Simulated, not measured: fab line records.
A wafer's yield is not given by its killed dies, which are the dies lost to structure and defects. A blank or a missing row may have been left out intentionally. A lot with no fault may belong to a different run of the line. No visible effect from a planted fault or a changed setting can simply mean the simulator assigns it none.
Problem report in the 8D (eight disciplines) form, filled by code | flow gf180mcu | the parts of the form that need people (team, actions taken, sign-off) are left out

1. WHAT IS WRONG
Across 9 wafers from 3 lots, PSD_TW at GF_PSD_TW_MEAS_11 averages 3496, while fault-free wafers read 3204 with a standard deviation of 31. Relative to the usual mean, that is a shift of +9.4 standard deviations.
The first sign was on wafer L848.4 at day 18 20:31, on film metro-04. The record holds 33 wafers of 11 lots with a number at this step. By rule, "out" or "out of limits" means more than 4 standard deviations away from the usual mean. The rest of the wafers with a number are treated as sound.

2. WHAT THIS IS AND IS NOT
question                    | is                           | is not
which readings at this step | PSD_TW                       | -
which lots                  | L848, L849, L851             | L836, L837, L839, L852, L854, L855, L857, L858
which wafers of those lots  | all that have a number       | -
read on which gauges        | film metro-03, film metro-04 | film metro-02
when                        | from day 18 20:31            | up to then (9 sound wafers); but 15 sound wafers of L852, L854, L855, L857, L858 came after

3. WHAT RULES OUT EACH SUSPECT
Counting: any tool at a process step up to the reading is kept as a suspect provided that every lot that is out went through it and no sound lot did after the first of them.
- ruled out: the gauge at GF_PSD_TW_MEAS_11. The wafers that are out were read on 2 gauges (film metro-03, film metro-04).
- implanter-03 at GF_PSD_IMPLANT_09: kept. All lots that are out passed through it, beginning with L848 at day 18 20:18, and no sound lot followed; its final sound lot before that point was L837 at day 14 10:20. Its own beam energy keV readings are out on those wafers.
After counting, what remains is implanter-03 at GF_PSD_IMPLANT_09.

4. THE CAUSE (what the simulator had put in)
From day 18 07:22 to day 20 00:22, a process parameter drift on implanter-03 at GF_PSD_IMPLANT_09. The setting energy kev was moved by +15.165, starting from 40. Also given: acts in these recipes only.
Only this tool survived the counting.

5. THE EFFECT CHAIN, in route order
Each row: a reading whose mean over the struck wafers that have a number lies more than 3 standard deviations from the usual. Only readings whose record carries a usual standard deviation are examined. hours: median over the lots of the time between each lot's start at the first step of this table that gives one and its start at this step. sigmas: the change, counted in usual standard deviations.
hours | step              | reading                  | usual         | on struck wafers | change  | sigmas
0     | GF_PSD_IMPLANT_09 | beam energy keV          | 39.999        | 55.162           | +15.163 | +99 or more
0     | GF_PSD_STRIP_10   | oes product au           | 0.591 a.u.    | 0.564            | -0.027  | -6.1
0     | GF_PSD_STRIP_10   | strip time to endpoint s | 16.53 s       | 18.01            | +1.48   | +39
0     | GF_PSD_TW_MEAS_11 | PSD_TW                   | 3204          | 3496             | +292    | +9.4
1     | GF_PSD_RS_MEAS_15 | PSD_RS                   | 108.50 ohm/sq | 96.57            | -11.93  | -43
The process steps in it:
- GF_PSD_IMPLANT_09
- GF_PSD_STRIP_10: strips in O2/N2.
Later steps that measure or inspect, where all struck wafers having a row at the step show a number for every such reading and not one has moved that far: GF_SAB_CD_MEAS_09.

6. WHAT WOULD HAVE CAUGHT IT SOONER
Counted from the fault's start at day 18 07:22, it took 13 hours until the first out-of-limits reading at a measuring or inspecting step in this record, taken at day 18 20:31.
Tool's own readings at GF_PSD_IMPLANT_09, beam energy keV: out on all struck wafers the step has rows for; an alarm limit on them would have tripped on the first.
Among the 3 lots that are out, L849, L851 began GF_PSD_IMPLANT_09 on implanter-03 after day 18 20:31. A hold on the tool at that time would have spared those 2.
